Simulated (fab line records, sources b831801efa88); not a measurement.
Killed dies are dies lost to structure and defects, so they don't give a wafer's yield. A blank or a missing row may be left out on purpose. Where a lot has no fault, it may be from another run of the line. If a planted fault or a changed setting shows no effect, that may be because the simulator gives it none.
A lot that was struck, set against a sound lot    flow sky130    25 out of 708 route steps
Sound: wafers L489.1, L489.2, L489.5. Wafers struck: L488.2, L488.4, L488.6. The cause is given at the end.
At each step with rows: each side's tool, then ch and its chambers, then its first start. Under that, the readings that differ: sound wafers    struck wafers    difference of the means    sigmas: that difference in standard deviations of wafers without a fault.
alike: words and numbers the same on both sides, and readings whose means are apart by under 2 such deviations; not compared: readings that were withheld, readings missing a value for some wafer, numbers with overlapping values and no deviation given by the record, and bounds like >300 which may hide the same value.
Wherever a step has rows on one side only, a row that says differs or no value, or a row with sigmas, the two part there. Numbers that have no deviation but don't overlap get no sigmas and don't part them. A reading that every wafer of one side lacks parts them only if that side has two wafers or more.

SKY_VIA3_SPUTTER_20: material TiN, target thk 20 nm, time 80 s.
  sound on pvd sputter-04, day 41 00:53; struck on pvd sputter-03, day 40 21:59
  alike: cathode dc power W, chamber pressure pa, throttle valve pct
SKY_VIA3_CVD_21: deposits W, target thk 390 nm, time 117.31 s.
  sound on cvd w-01 ch 0,1, day 41 00:57; struck on cvd w-01 ch 0, day 40 22:03
  alike: chamber pressure Torr, heater power w
SKY_VIA3_RS_MEAS_22: uses a four-point probe to measure.
  sound on film metro-03, day 41 01:04; struck on film metro-03, day 40 22:11
  alike: VIA3_W_RS
SKY_VIA3_THK_MEAS_23: measures by xrf.
  sound on film metro-03, day 41 01:11; struck on film metro-03, day 40 22:18
  alike: VIA3_W_THK
SKY_VIA3_CMP_24: polishes, stops on SiO2, t overpolish 20 s, target thk 0 nm.
  sound on cmp-01 ch 0,2, day 41 01:17; struck on cmp-01 ch 0,2, day 40 22:24
  alike: head pressure psi, motor current A, overpolish run s, slurry filter dp kPa, time to endpoint s
then, 4 steps without rows for these wafers: SKY_METAL4_SPUTTER_00 (material Ti, target thk 15 nm, time 10 s); SKY_METAL4_SPUTTER_01 (material TiN, target thk 20 nm, time 16.7 s); SKY_METAL4_SPUTTER_02 (material AlCu, target thk 735 nm, time 39.1 s); SKY_METAL4_SPUTTER_03 (material Ti, target thk 5 nm, time 3.3 s).
SKY_METAL4_SPUTTER_04: material TiN, target thk 70 nm, time 58.3 s.
  sound on pvd sputter-01, day 41 01:42; struck on pvd sputter-01, day 40 22:45
  alike: cathode dc power W, chamber pressure pa, throttle valve pct
then, 1 step without rows for these wafers: SKY_CAP2M_CVD_00 (deposits SiO2, target thk 15.5 nm).
SKY_CAP2M_THK_MEAS_01:
  sound on film metro-04, day 41 01:47; struck on film metro-04, day 40 22:50
reading                sound              struck             difference  sigmas
CAP2M_CVD_00_THK (nm)  14.98 15.20 15.27  15.45 15.77 15.78  +0.52       +3
SKY_CAP2M_SPUTTER_02: material TiN, target thk 200 nm, time 166.7 s.
  sound on pvd sputter-04, day 41 01:50; struck on pvd sputter-04, day 40 22:53
  no value came back on the struck wafers for cathode dc power W (W), chamber pressure pa (Pa), throttle valve pct (%); on the sound wafers cathode dc power W (W) reads 6499.3 6498.7 6499.3
SKY_CAP2M_RS_MEAS_03: uses a four-point probe to measure.
  sound on film metro-03, day 41 01:57; struck on film metro-04, day 40 23:01
reading                sound           struck  difference                     sigmas
CAP2M_TIN_RS (ohm/sq)  7.07 7.12 7.09  - - -   no value on the struck wafers  
SKY_CAP2M_THK_MEAS_04: measures by xrf.
  sound on film metro-03, day 41 02:04; struck on film metro-04, day 40 23:07
reading             sound              struck          difference  sigmas
CAP2M_TIN_THK (nm)  196.9 195.8 196.4  <0.0 <0.0 <0.0  differs     
then, 7 steps without rows for these wafers: SKY_CAP2M_DEHYDRATE_05 (time 60 s); SKY_CAP2M_HMDS_06 (prime time 60 s); SKY_CAP2M_COAT_07 (resist thk 1140 nm); SKY_CAP2M_SOFTBAKE_08 (time 60 s); SKY_CAP2M_EXPOSE_09 (exposes mask CAP2M, target cd 1000 nm); SKY_CAP2M_PEB_10; SKY_CAP2M_DEVELOP_11 (develop time 60 s).
SKY_CAP2M_OVL_MEAS_12:
  sound on overlay-01, day 42 02:12; struck on overlay-02, day 41 23:16
  alike: CAP2M_OVL
SKY_CAP2M_METAL_ETCH_13: etches TiN in Cl2/BCl3, stops on SiO2, target depth 220 nm, time 62.9 s.
  sound on rie metal-01 ch 0,1, day 42 02:14; struck on rie metal-04 ch 0, day 41 23:17
reading                 sound                 struck                difference  sigmas
oes product au (a.u.)   0.927 0.922 0.924     0.373 0.367 0.371     -0.554      -71
throttle valve pct (%)  21.914 21.920 21.909  22.269 22.274 22.267  +0.356      +32
  alike: chamber pressure mTorr, drypump motor current A
  not compared: rf hours counter h
SKY_CAP2M_STRIP_14: strips in O2/N2.
  sound on plasma asher-02 ch 0,1, day 42 02:19; struck on plasma asher-03 ch 0,1, day 41 23:22
  alike: chamber pressure mTorr, drypump motor current A, oes product au, strip time to endpoint s
  not compared: rf hours counter h

## WHERE THEY PART
Last at SKY_CAP2M_METAL_ETCH_13 as far as this record goes, first at SKY_CAP2M_THK_MEAS_01. Later steps at which nothing parts them and some readings are alike: SKY_CAP2M_STRIP_14.

WHY: whatever the simulator had introduced
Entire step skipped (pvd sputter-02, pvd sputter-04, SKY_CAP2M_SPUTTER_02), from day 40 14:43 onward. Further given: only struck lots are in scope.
